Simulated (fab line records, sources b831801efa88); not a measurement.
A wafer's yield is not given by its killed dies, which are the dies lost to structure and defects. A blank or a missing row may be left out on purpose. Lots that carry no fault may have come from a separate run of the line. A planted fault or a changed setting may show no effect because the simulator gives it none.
A lot that was struck, set against a sound lot	flow sky130	19 out of 708 route steps
Sound: the wafers L188.3, L188.4, L188.5. The struck wafers were L191.2, L191.3, L191.4. At the end, the cause is stated.
Order at every step that has rows: each side's tool, ch and its chambers, its first start. Under that, the readings that differ: sound wafers	struck wafers	difference of the means	sigmas: that difference in standard deviations of wafers without a fault.
alike: readings with means less than 2 such deviations apart, plus words and numbers identical on both sides. not compared: withheld readings, readings lacking a value on some wafer, bounds such as >300 that could conceal the same value, and numbers that have no deviation in the record and whose values overlap.
Wherever a step has rows on one side only, a row that says differs or no value, or a row with sigmas, the two part there. Non-overlapping numbers with no deviation appear without sigmas and do not part them. Lack of a reading on every wafer of one side parts them only where that side has two or more wafers.

first, 6 steps without rows for these wafers: SKY_VT_ADJUST_PCH_HMDS_01 (prime time 60 s); SKY_VT_ADJUST_PCH_COAT_02 (resist thk 3000 nm); SKY_VT_ADJUST_PCH_SOFTBAKE_03; SKY_VT_ADJUST_PCH_EXPOSE_04 (exposes mask NWM, target cd 840 nm); SKY_VT_ADJUST_PCH_PEB_05; SKY_VT_ADJUST_PCH_DEVELOP_06 (develop time 60 s).
SKY_VT_ADJUST_PCH_OVL_MEAS_07:
  sound: overlay-01 at day 14 08:47; struck: overlay-02 at day 15 09:41
  alike: VT_ADJUST_PCH_OVL
following that, these wafers have no rows for 1 step: SKY_VT_ADJUST_PCH_IMPLANT_08.
SKY_VT_ADJUST_PCH_STRIP_09: strips in O2/N2.
  sound on plasmaAsher-01 ch 0,1, day 14 08:59; struck on plasmaAsher-01 ch 0,1, day 15 09:52
  alike: drypumpMotorCurrentA, o2FlowSccm, oesProductAu, stripTimeToEndpointS
  not compared: rfHoursCounterH
SKY_VT_ADJUST_PCH_TW_MEAS_10:
  sound: filmMetro-01 at day 14 09:05; struck: filmMetro-04 at day 15 09:59
reading	sound	struck	difference	sigmas
VT_ADJUST_PCH_TW	143.6 142.9 142.6	144.5 145.2 144.7	+1.8	+2
then, 2 steps without rows for these wafers: SKY_SONOS_TUNNEL_DEHYDRATE_00 (time 60 s); SKY_SONOS_TUNNEL_HMDS_01 (prime time 60 s).
SKY_SONOS_TUNNEL_COAT_02: resist thk 1140 nm.
  sound on lithoTrack-03 ch 0, day 14 22:01; struck on lithoTrack-03 ch 0, day 15 23:08
reading	sound	struck	difference	sigmas
spinSpeedRpm (rpm)	2997.1 3005.0 2999.0	3120.4 3128.6 3121.0	+123.0	+51
model.NOVOLAK_of_SONOS_TUNNEL_COAT_02.thkNm (nm)	1142 1142 1146	1126 1126 1123	-18	
then, 3 steps without rows for these wafers: SKY_SONOS_TUNNEL_SOFTBAKE_03 (time 60 s); SKY_SONOS_TUNNEL_EXPOSE_04 (exposes mask TUNM, target cd 410 nm); SKY_SONOS_TUNNEL_PEB_05.
SKY_SONOS_TUNNEL_DEVELOP_06: develop time 60 s.
  sound on lithoTrack-03 ch 0, day 15 11:16; struck on lithoTrack-02 ch 0, day 16 12:34
reading	sound	struck	difference	sigmas
model.NOVOLAK_of_SONOS_TUNNEL_COAT_02.thkNm (nm)	1142 1141 1145	1125 1126 1122	-18	
SKY_SONOS_TUNNEL_CD_MEAS_07: target cd 410 nm.
  sound: cdSem-01 at day 15 11:24; struck: cdSem-02 at day 16 12:43
  alike: cdNm
-- the record jumps here: 33 days lie between the struck wafers' starts before and after (it left off in module SONOS_TUNNEL and takes up again in module PAD_OPEN, whose first step shown is number 708 of the route) --
SKY_PAD_OPEN_PROBE_99:
  sound: prober-01 at day 48 19:40; struck: prober-01 at day 49 09:20
  alike: killed_at_M0_to_M3, killed_at_M4_up, killedAtContacts, killedAtFrontEnd, killedAtOther, killedDies, killedOpen, killedShort

WHERE THEY PART
At SKY_VT_ADJUST_PCH_TW_MEAS_10 first; at SKY_SONOS_TUNNEL_COAT_02 last (within this record only). Later steps at which nothing parts them and some readings are alike: SKY_SONOS_TUNNEL_CD_MEAS_07, SKY_PAD_OPEN_PROBE_99.

WHY: the cause the simulator had injected
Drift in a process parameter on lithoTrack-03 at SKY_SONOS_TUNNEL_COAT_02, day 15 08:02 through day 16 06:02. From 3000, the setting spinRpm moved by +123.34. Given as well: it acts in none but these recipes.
